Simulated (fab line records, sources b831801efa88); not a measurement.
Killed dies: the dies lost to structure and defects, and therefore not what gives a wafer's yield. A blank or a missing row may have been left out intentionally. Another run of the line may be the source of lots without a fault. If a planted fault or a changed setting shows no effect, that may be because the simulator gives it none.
A struck lot beside a sound one + flow gf180mcu + 15 out of 602 route steps
Sound: wafers L550.3, L550.5, L550.6. The struck wafers were L553.1, L553.3, L553.4. The cause is named last.
At each step with rows: each side's tool, then ch and its chambers, then its first start. Under that, the readings that differ: sound wafers + struck wafers + difference of the means + sigmas: that difference in standard deviations of wafers without a fault.
alike: readings with means less than 2 such deviations apart, plus words and numbers identical on both sides. not compared: withheld readings, readings lacking a value on some wafer, bounds such as >300 that could conceal the same value, and numbers that have no deviation in the record and whose values overlap.
Wherever a step has rows on one side only, a row that says differs or no value, or a row with sigmas, the two part there. Numbers that don't overlap but have no deviation are shown without sigmas and don't part them. A reading that every wafer of one side lacks parts them only if that side has two wafers or more.

first, 1 step without rows for these wafers: GF_TOP_METAL_CLEAN_19 (cleans in DIW).
GF_PASSIVATION_CVD_00: deposits SiO2 from TEOS, target thk 1000 nm, time 111.95 s.
  sound on pecvd-04 ch 0,2, day 29 04:38; struck on pecvd-02 ch 1,2, day 29 22:36
  alike: heaterPowerW, susceptorTempC
GF_PASSIVATION_THK_MEAS_01:
  sound on filmMetro-02 at day 29 04:44; struck on filmMetro-03 at day 29 22:41
  alike: PASSIVATION_CVD_00_THK
GF_PASSIVATION_CVD_02: deposits Si3N4, target thk 700 nm, time 486.18 s.
  sound on pecvd-02 ch 0,1,2, day 29 04:46; struck on pecvd-04 ch 0,1,2, day 29 22:44
  alike: heaterPowerW, susceptorTempC
GF_PASSIVATION_THK_MEAS_03:
  sound on filmMetro-01 at day 29 05:05; struck on filmMetro-01 at day 29 23:01
  alike: PASSIVATION_CVD_02_THK
then, 7 steps without rows for these wafers: GF_PASSIVATION_DEHYDRATE_04 (time 60 s); GF_PASSIVATION_HMDS_05 (prime time 60 s); GF_PASSIVATION_COAT_06 (resist thk 4000 nm); GF_PASSIVATION_SOFTBAKE_07; GF_PASSIVATION_EXPOSE_08 (exposes mask Pad, target cd 40000 nm); GF_PASSIVATION_PEB_09; GF_PASSIVATION_DEVELOP_10 (develop time 60 s).
GF_PASSIVATION_ETCH_11: etches the open film in CF4/O2, stops on TiN, target depth 2040 nm, time 453.3 s.
  sound on rieDiel-02 ch 1,2, day 29 23:48; struck on rieDiel-02 ch 0,2,3, day 30 17:19
| reading                                      | sound             | struck            | difference                   | sigmas |
|----------------------------------------------|-------------------|-------------------|------------------------------|--------|
| oesProductAu (a.u.)                          | 0.997 0.993 0.992 | 0.838 0.842 0.842 | -0.153                       | -31    |
| rfHoursCounterH (h)                          | - - -             | 26 3 37           | no value on the sound wafers |        |
| throttleValvePct (%)                         | 5.980 5.966 5.968 | 5.910 5.907 5.931 | -0.055                       | -6     |
| model.coat_of_PASSIVATION_COAT_06.thkNm (nm) | 2648 2648 2649    | 2988 2994 2990    | +342                         |        |
  alike: biasW, drypumpMotorCurrentA
GF_PASSIVATION_STRIP_12: strips in O2/N2.
  sound on plasmaAsher-03 ch 0,1, day 30 00:06; struck on plasmaAsher-03 ch 0,1, day 30 17:35
| reading                  | sound             | struck            | difference | sigmas |
|--------------------------|-------------------|-------------------|------------|--------|
| stripTimeToEndpointS (s) | 33.05 33.06 33.05 | 36.95 37.00 36.95 | +3.91      | +23    |
  alike: drypumpMotorCurrentA, heaterPowerW, oesProductAu
  not compared: rfHoursCounterH
then, 1 step without rows for these wafers: GF_PASSIVATION_ANNEAL_13 (time 1800 s).

== WHERE THEY PART ==
Earliest at GF_PASSIVATION_ETCH_11; latest, in this record, at GF_PASSIVATION_STRIP_12.

WHY: what had been put in by the simulator
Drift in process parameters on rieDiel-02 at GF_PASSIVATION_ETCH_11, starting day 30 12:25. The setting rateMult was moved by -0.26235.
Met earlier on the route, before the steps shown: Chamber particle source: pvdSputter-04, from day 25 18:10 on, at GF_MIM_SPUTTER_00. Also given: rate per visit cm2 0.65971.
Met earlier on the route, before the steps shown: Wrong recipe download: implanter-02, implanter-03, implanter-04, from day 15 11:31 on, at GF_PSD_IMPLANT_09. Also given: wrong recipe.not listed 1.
